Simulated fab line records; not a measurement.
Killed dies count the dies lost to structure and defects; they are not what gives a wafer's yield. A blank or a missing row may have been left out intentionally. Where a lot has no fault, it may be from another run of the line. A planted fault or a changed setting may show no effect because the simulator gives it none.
Which of the tools did it? :: flow sfq_line :: 15 lots, 45 wafers sampled, at 3 steps of a route of 325

WHAT THE GAUGES SHOWED, per wafer
SFQ_M8_RS_MEAS_949: uses a four-point probe to measure. Usual: M8_AU_RS typically reads 0.1536 ohm/sq, with standard deviation 0.0015.
lot: L338
measured: day 81 12:01
on: film_metro-04
M8_AU_RS (ohm/sq): 0.1519 0.1514 0.1537
flag: 

lot: L339
measured: day 83 16:29
on: film_metro-02
M8_AU_RS (ohm/sq): 0.1568 0.1556 0.1561
flag: 

lot: L340
measured: day 84 03:41
on: film_metro-02
M8_AU_RS (ohm/sq): 0.1566 0.1529 0.1547
flag: 

lot: L341
measured: day 84 15:31
on: film_metro-02
M8_AU_RS (ohm/sq): 0.1533 0.1530 0.1524
flag: 

lot: L342
measured: day 84 21:31
on: film_metro-02
M8_AU_RS (ohm/sq): 0.1541 0.1533 0.1530
flag: 

lot: L343
measured: day 84 23:53
on: film_metro-02
M8_AU_RS (ohm/sq): 0.1524 0.1522 0.1528
flag: 

lot: L344
measured: day 85 03:29
on: film_metro-02
M8_AU_RS (ohm/sq): 0.1561 0.1529 0.1568
flag: 

lot: L345
measured: day 85 07:06
on: film_metro-03
M8_AU_RS (ohm/sq): 0.1528 0.1518 0.1528
flag: 

lot: L346
measured: day 85 09:29
on: film_metro-02
M8_AU_RS (ohm/sq): 0.1533 0.1517 0.1556
flag: 

lot: L349
measured: day 85 19:06
on: film_metro-04
M8_AU_RS (ohm/sq): 0.1557 0.1557 0.1559
flag: 

lot: L350
measured: day 85 20:17
on: film_metro-04
M8_AU_RS (ohm/sq): 0.1515 0.1537 0.1316
flag: OFF

lot: L351
measured: day 86 01:07
on: film_metro-04
M8_AU_RS (ohm/sq): 0.1535 0.1535 0.1519
flag: 

lot: L352
measured: day 86 03:29
on: film_metro-04
M8_AU_RS (ohm/sq): 0.1532 0.1344 0.1534
flag: OFF

lot: L354
measured: day 86 14:17
on: film_metro-04
M8_AU_RS (ohm/sq): 0.1516 0.1525 0.1334
flag: OFF

lot: L359
measured: day 87 05:54
on: film_metro-04
M8_AU_RS (ohm/sq): 0.1531 0.1535 0.1551
flag: 

SFQ_M8_THK_MEAS_950: measures by xrf. Usual: M8_AU_THK typically reads 180.0 nm, with standard deviation 2.6.
lot: L338
measured: day 81 12:08
on: film_metro-04
M8_AU_THK (nm): 184.0 185.3 182.1
flag: 

lot: L339
measured: day 83 16:37
on: film_metro-02
M8_AU_THK (nm): 176.6 177.3 176.9
flag: 

lot: L340
measured: day 84 03:48
on: film_metro-02
M8_AU_THK (nm): 176.3 180.4 178.8
flag: 

lot: L341
measured: day 84 15:37
on: film_metro-02
M8_AU_THK (nm): 180.0 180.2 180.3
flag: 

lot: L342
measured: day 84 21:37
on: film_metro-02
M8_AU_THK (nm): 178.7 180.2 180.1
flag: 

lot: L343
measured: day 85 00:00
on: film_metro-02
M8_AU_THK (nm): 179.6 180.2 180.0
flag: 

lot: L344
measured: day 85 03:36
on: film_metro-02
M8_AU_THK (nm): 175.0 179.1 174.5
flag: 

lot: L345
measured: day 85 07:13
on: film_metro-03
M8_AU_THK (nm): 178.6 179.1 178.4
flag: 

lot: L346
measured: day 85 09:36
on: film_metro-02
M8_AU_THK (nm): 178.9 180.6 176.3
flag: 

lot: L349
measured: day 85 19:13
on: film_metro-04
M8_AU_THK (nm): 179.2 178.9 179.6
flag: 

lot: L350
measured: day 85 20:24
on: film_metro-04
M8_AU_THK (nm): 184.0 181.4 212.9
flag: OFF

lot: L351
measured: day 86 01:13
on: film_metro-04
M8_AU_THK (nm): 181.9 182.5 183.2
flag: 

lot: L352
measured: day 86 03:36
on: film_metro-04
M8_AU_THK (nm): 183.3 206.7 181.6
flag: OFF

lot: L354
measured: day 86 14:24
on: film_metro-04
M8_AU_THK (nm): 184.6 183.1 209.2
flag: OFF

lot: L359
measured: day 87 06:01
on: film_metro-04
M8_AU_THK (nm): 182.4 182.1 179.3
flag: 

TOOL THAT RAN EACH LOT (tool first, then ch and the chambers of the sampled wafers, then the start)
lot: L338
SFQ_TRILAYER_M8_DEP_EVAP_196: pvd_sputter-01, day 81 11:30

lot: L339
SFQ_TRILAYER_M8_DEP_EVAP_196: pvd_sputter-02, day 83 15:56

lot: L340
SFQ_TRILAYER_M8_DEP_EVAP_196: pvd_sputter-01, day 84 03:10

lot: L341
SFQ_TRILAYER_M8_DEP_EVAP_196: pvd_sputter-02, day 84 14:58

lot: L342
SFQ_TRILAYER_M8_DEP_EVAP_196: pvd_sputter-01, day 84 20:58

lot: L343
SFQ_TRILAYER_M8_DEP_EVAP_196: pvd_sputter-02, day 84 23:22

lot: L344
SFQ_TRILAYER_M8_DEP_EVAP_196: pvd_sputter-01, day 85 02:58

lot: L345
SFQ_TRILAYER_M8_DEP_EVAP_196: pvd_sputter-02, day 85 06:34

lot: L346
SFQ_TRILAYER_M8_DEP_EVAP_196: pvd_sputter-01, day 85 08:58

lot: L349
SFQ_TRILAYER_M8_DEP_EVAP_196: pvd_sputter-02, day 85 18:34

lot: L350
SFQ_TRILAYER_M8_DEP_EVAP_196: pvd_sputter-01, day 85 19:46

lot: L351
SFQ_TRILAYER_M8_DEP_EVAP_196: pvd_sputter-02, day 86 00:34

lot: L352
SFQ_TRILAYER_M8_DEP_EVAP_196: pvd_sputter-01, day 86 02:58

lot: L354
SFQ_TRILAYER_M8_DEP_EVAP_196: pvd_sputter-01, day 86 13:46

lot: L359
SFQ_TRILAYER_M8_DEP_EVAP_196: pvd_sputter-02, day 87 05:22
- SFQ_TRILAYER_M8_DEP_EVAP_196: material Au, target thk 180 nm, time 900 s.

AS READ BY THE TOOLS THEMSELVES (means over the sampled wafers that have a number; for cases with no such wafer, the mark the record gives instead)
The record holds no such reading with a usual standard deviation.

THE ANSWER, worked out from the rows above alone
Rule: a lot is off if the mean of its wafers that have a number lies more than 3 standard deviations from the usual mean. A lot without any number at a reading at which 4 lots or more have one is off too. All remaining lots with rows at the step are treated as sound. First the gauges in route order, then the tools' own readings, where a lot's mean is used as printed above. At the first step where some lot is off, the reading lying furthest off is the one used; lots without a number count as furthest.
Off: L350, L352, L354, at SFQ_M8_RS_MEAS_949 (M8_AU_RS).
A tool fits if, at a process step before that reading, it ran every lot that is off, and no sound lot after the first of them. Gauges at SFQ_M8_RS_MEAS_949: tried the same way as those tools. One candidate fits, namely pvd_sputter-01 at SFQ_TRILAYER_M8_DEP_EVAP_196. Its last sound lot is L346 (day 85 08:58), its first lot that is off L350 (day 85 19:46): a fault that began between those two fits.

WHAT THE SIMULATOR HAD INSERTED
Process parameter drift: pvd_sputter-01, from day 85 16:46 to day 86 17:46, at SFQ_TRILAYER_M8_DEP_EVAP_196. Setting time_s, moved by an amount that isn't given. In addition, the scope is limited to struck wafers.
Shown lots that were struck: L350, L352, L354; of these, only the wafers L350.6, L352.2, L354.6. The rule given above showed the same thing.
